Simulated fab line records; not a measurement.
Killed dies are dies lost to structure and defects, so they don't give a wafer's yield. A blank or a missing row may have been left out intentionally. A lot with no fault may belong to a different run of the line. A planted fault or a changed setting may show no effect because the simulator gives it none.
Which tool was responsible? :: flow gf180mcu :: 42 wafers from 14 lots sampled at 4 of the route's 602 steps

WHAT THE GAUGES READ, wafer by wafer
GF_HV_LDD_OVL_MEAS_08. Usual: HV_LDD_OVL 0.3 nm, standard deviation 1.3.
lot: L764
measured: day 10 03:13
on: overlay-02
HV_LDD_OVL (nm): -2.1 -1.8 0.4
flag: 

lot: L765
measured: day 10 11:52
on: overlay-01
HV_LDD_OVL (nm): 0.1 0.7 -1.4
flag: 

lot: L766
measured: day 10 13:52
on: overlay-02
HV_LDD_OVL (nm): -0.3 -0.6 -0.5
flag: 

lot: L768
measured: day 11 16:04
on: overlay-02
HV_LDD_OVL (nm): -0.9 -2.0 -0.5
flag: 

lot: L772
measured: day 13 00:52
on: overlay-01
HV_LDD_OVL (nm): 0.6 -2.4 -0.8
flag: 

lot: L776
measured: day 13 17:49
on: overlay-02
HV_LDD_OVL (nm): -1.2 -0.3 -0.4
flag: 

lot: L781
measured: day 14 21:20
on: overlay-02
HV_LDD_OVL (nm): -0.9 -0.1 0.4
flag: 

lot: L782
measured: day 15 09:11
on: overlay-02
HV_LDD_OVL (nm): -2.6 -0.4 -1.1
flag: 

lot: L783
measured: day 15 15:43
on: overlay-02
HV_LDD_OVL (nm): 1.5 1.3 2.4
flag: 

lot: L784
measured: day 15 16:01
on: overlay-01
HV_LDD_OVL (nm): 0.8 0.4 0.9
flag: 

lot: L786
measured: day 16 12:13
on: overlay-01
HV_LDD_OVL (nm): -0.6 -0.8 -1.5
flag: 

lot: L787
measured: day 16 19:04
on: overlay-01
HV_LDD_OVL (nm): 3.4 0.7 2.1
flag: 

GF_HV_LDD_OVL_MEAS_20. Usual: HV_LDD_01_OVL -0.4 nm, standard deviation 1.5.
lot: L764
measured: day 10 21:19
on: overlay-01
HV_LDD_01_OVL (nm): 1.3 -0.4 -1.2
flag: 

lot: L765
measured: day 11 05:13
on: overlay-02
HV_LDD_01_OVL (nm): 3.3 0.3 1.4
flag: 

lot: L766
measured: day 11 07:13
on: overlay-02
HV_LDD_01_OVL (nm): 0.8 1.0 0.4
flag: 

lot: L768
measured: day 12 08:55
on: overlay-02
HV_LDD_01_OVL (nm): -2.9 -0.9 -2.3
flag: 

lot: L772
measured: day 13 21:28
on: overlay-02
HV_LDD_01_OVL (nm): 1.1 -1.4 -0.6
flag: 

lot: L776
measured: day 14 15:55
on: overlay-01
HV_LDD_01_OVL (nm): -0.9 -0.1 0.6
flag: 

lot: L781
measured: day 15 18:25
on: overlay-02
HV_LDD_01_OVL (nm): -3.0 -2.7 -0.5
flag: 

lot: L782
measured: day 16 07:20
on: overlay-02
HV_LDD_01_OVL (nm): -0.1 0.0 -0.6
flag: 

lot: L783
measured: day 16 14:19
on: overlay-01
HV_LDD_01_OVL (nm): 1.4 -2.0 -0.7
flag: 

lot: L784
measured: day 16 14:43
on: overlay-02
HV_LDD_01_OVL (nm): 2.0 2.0 0.0
flag: 

lot: L786
measured: day 17 10:33
on: overlay-02
HV_LDD_01_OVL (nm): -1.5 -1.6 -1.5
flag: 

lot: L787
measured: day 17 18:22
on: overlay-01
HV_LDD_01_OVL (nm): -2.2 -3.0 -2.1
flag: 

GF_SAB_CD_MEAS_09: target cd 420 nm. Usual: 419.2 nm for cdNm, sd 2.4.
lot: L764
measured: day 15 01:23
on: cdSem-02
cdNm (nm): 418.7 415.9 415.8
flag: 

lot: L765
measured: day 15 10:51
on: cdSem-01
cdNm (nm): 418.0 417.2 417.2
flag: 

lot: L766
measured: day 15 11:27
on: cdSem-01
cdNm (nm): 420.5 416.8 418.8
flag: 

lot: L768
measured: day 16 19:11
on: cdSem-01
cdNm (nm): 418.2 417.7 414.0
flag: 

lot: L772
measured: day 18 17:53
on: cdSem-02
cdNm (nm): 420.2 419.6 421.6
flag: 

lot: L776
measured: day 19 16:34
on: cdSem-01
cdNm (nm): 418.6 419.1 418.5
flag: 

lot: L781
measured: day 20 20:20
on: cdSem-02
cdNm (nm): 419.4 419.6 420.2
flag: 

lot: L782
measured: day 21 09:15
on: cdSem-01
cdNm (nm): 423.2 423.0 419.7
flag: 

lot: L783
measured: day 21 17:24
on: cdSem-01
cdNm (nm): 421.4 421.7 423.3
flag: 

lot: L784
measured: day 21 19:17
on: cdSem-01
cdNm (nm): 419.7 419.9 418.4
flag: 

lot: L786
measured: day 22 12:29
on: cdSem-01
cdNm (nm): 419.9 420.5 420.7
flag: 

lot: L787
measured: day 22 21:49
on: cdSem-01
cdNm (nm): 421.0 419.1 419.7
flag: 

EACH LOT AND THE TOOL THAT RAN IT (in order: tool; ch and the chambers of the sampled wafers; start)
lot: L764
GF_STI_CMP_25: cmp-02 ch 0,3, day 2 03:50

lot: L765
GF_STI_CMP_25: cmp-01 ch 0,2,3, day 2 08:58

lot: L766
GF_STI_CMP_25: cmp-01 ch 0,1,2, day 2 13:40

lot: L768
GF_STI_CMP_25: cmp-02 ch 1,2, day 3 00:43

lot: L772
GF_STI_CMP_25: cmp-02 ch 0,1,2, day 3 21:05

lot: L774
GF_STI_CMP_25: cmp-01 ch 0,2,3, day 4 08:40

lot: L775
GF_STI_CMP_25: cmp-02 ch 1,3, day 4 12:33

lot: L776
GF_STI_CMP_25: cmp-01 ch 0,1,3, day 4 16:45

lot: L781
GF_STI_CMP_25: cmp-02 ch 1,2, day 5 18:59

lot: L782
GF_STI_CMP_25: cmp-02 ch 1,2, day 6 00:24

lot: L783
GF_STI_CMP_25: cmp-02 ch 0,1,2, day 6 06:20

lot: L784
GF_STI_CMP_25: cmp-02 ch 1,2,3, day 6 10:10

lot: L786
GF_STI_CMP_25: cmp-02 ch 0,1,3, day 6 22:28

lot: L787
GF_STI_CMP_25: cmp-02 ch 2,3, day 7 02:33
- GF_STI_CMP_25: polishes, stops on Si3N4, t overpolish 33 s, target thk 524.6 nm.

WHAT THE TOOLS THEMSELVES READ (means of the sampled wafers that have a number; where no wafer has one, the mark that the record gives instead)
GF_STI_CMP_25. Usual: edgeZonePressureFrac 1.000, standard deviation 0.0052; headPressurePsi 4.001 psi, standard deviation 0.0081; motorCurrentA 11.6 A, standard deviation 1; overpolishRunS 33.000 s, standard deviation 0.0096; timeToEndpointS 127 s, standard deviation 7.8.
lot: L764
tool: cmp-02
edgeZonePressureFrac: 0.996
headPressurePsi (psi): 4.003
motorCurrentA (A): 11.4
overpolishRunS (s): 32.993
timeToEndpointS (s): 126
flag: 

lot: L765
tool: cmp-01
edgeZonePressureFrac: 1.003
headPressurePsi (psi): 3.999
motorCurrentA (A): 12.0
overpolishRunS (s): 33.013
timeToEndpointS (s): 142
flag: 

lot: L766
tool: cmp-01
edgeZonePressureFrac: 0.998
headPressurePsi (psi): 4.005
motorCurrentA (A): 12.4
overpolishRunS (s): 33.007
timeToEndpointS (s): 133
flag: 

lot: L768
tool: cmp-02
edgeZonePressureFrac: 0.993
headPressurePsi (psi): 3.992
motorCurrentA (A): 12.0
overpolishRunS (s): 33.014
timeToEndpointS (s): 118
flag: 

lot: L772
tool: cmp-02
edgeZonePressureFrac: 1.003
headPressurePsi (psi): 4.000
motorCurrentA (A): 11.1
overpolishRunS (s): 33.006
timeToEndpointS (s): 127
flag: 

lot: L774
tool: cmp-01
edgeZonePressureFrac: -
headPressurePsi (psi): -
motorCurrentA (A): -
overpolishRunS (s): -
timeToEndpointS (s): -
flag: OFF

lot: L775
tool: cmp-02
edgeZonePressureFrac: -
headPressurePsi (psi): -
motorCurrentA (A): -
overpolishRunS (s): -
timeToEndpointS (s): -
flag: OFF

lot: L776
tool: cmp-01
edgeZonePressureFrac: 0.997
headPressurePsi (psi): 4.008
motorCurrentA (A): 12.2
overpolishRunS (s): 33.007
timeToEndpointS (s): 120
flag: 

lot: L781
tool: cmp-02
edgeZonePressureFrac: 0.999
headPressurePsi (psi): 4.001
motorCurrentA (A): 11.5
overpolishRunS (s): 33.006
timeToEndpointS (s): 127
flag: 

lot: L782
tool: cmp-02
edgeZonePressureFrac: 1.002
headPressurePsi (psi): 4.007
motorCurrentA (A): 12.0
overpolishRunS (s): 32.996
timeToEndpointS (s): 129
flag: 

lot: L783
tool: cmp-02
edgeZonePressureFrac: 0.999
headPressurePsi (psi): 3.996
motorCurrentA (A): 11.3
overpolishRunS (s): 33.000
timeToEndpointS (s): 127
flag: 

lot: L784
tool: cmp-02
edgeZonePressureFrac: 1.006
headPressurePsi (psi): 4.008
motorCurrentA (A): 11.5
overpolishRunS (s): 32.998
timeToEndpointS (s): 127
flag: 

lot: L786
tool: cmp-02
edgeZonePressureFrac: 0.998
headPressurePsi (psi): 4.003
motorCurrentA (A): 11.9
overpolishRunS (s): 33.001
timeToEndpointS (s): 129
flag: 

lot: L787
tool: cmp-02
edgeZonePressureFrac: 1.002
headPressurePsi (psi): 4.000
motorCurrentA (A): 10.2
overpolishRunS (s): 32.991
timeToEndpointS (s): 129
flag: 

THE ANSWER, worked out from the rows above alone
Rule: a lot counts as off when the mean over its wafers that have a number is more than 3 standard deviations away from the usual mean. A lot without any number at a reading at which 4 lots or more have one is off too. Any other lot the step has rows for is counted as sound. First the gauges in route order, then the tools' own readings, where a lot's mean is used as printed above. The first step at which some lot is off is used, and at that step the reading that is off furthest; a lot without a number counts as furthest.
Off: L774, L775 (GF_STI_CMP_25, edgeZonePressureFrac). Without a number there: L774, L775.
A tool fits if, at that step or a process step before it, it ran every lot that is off, and no sound lot after the first of them. Not one of the candidates tried fits.

WHAT THE SIMULATOR HAD PUT IN
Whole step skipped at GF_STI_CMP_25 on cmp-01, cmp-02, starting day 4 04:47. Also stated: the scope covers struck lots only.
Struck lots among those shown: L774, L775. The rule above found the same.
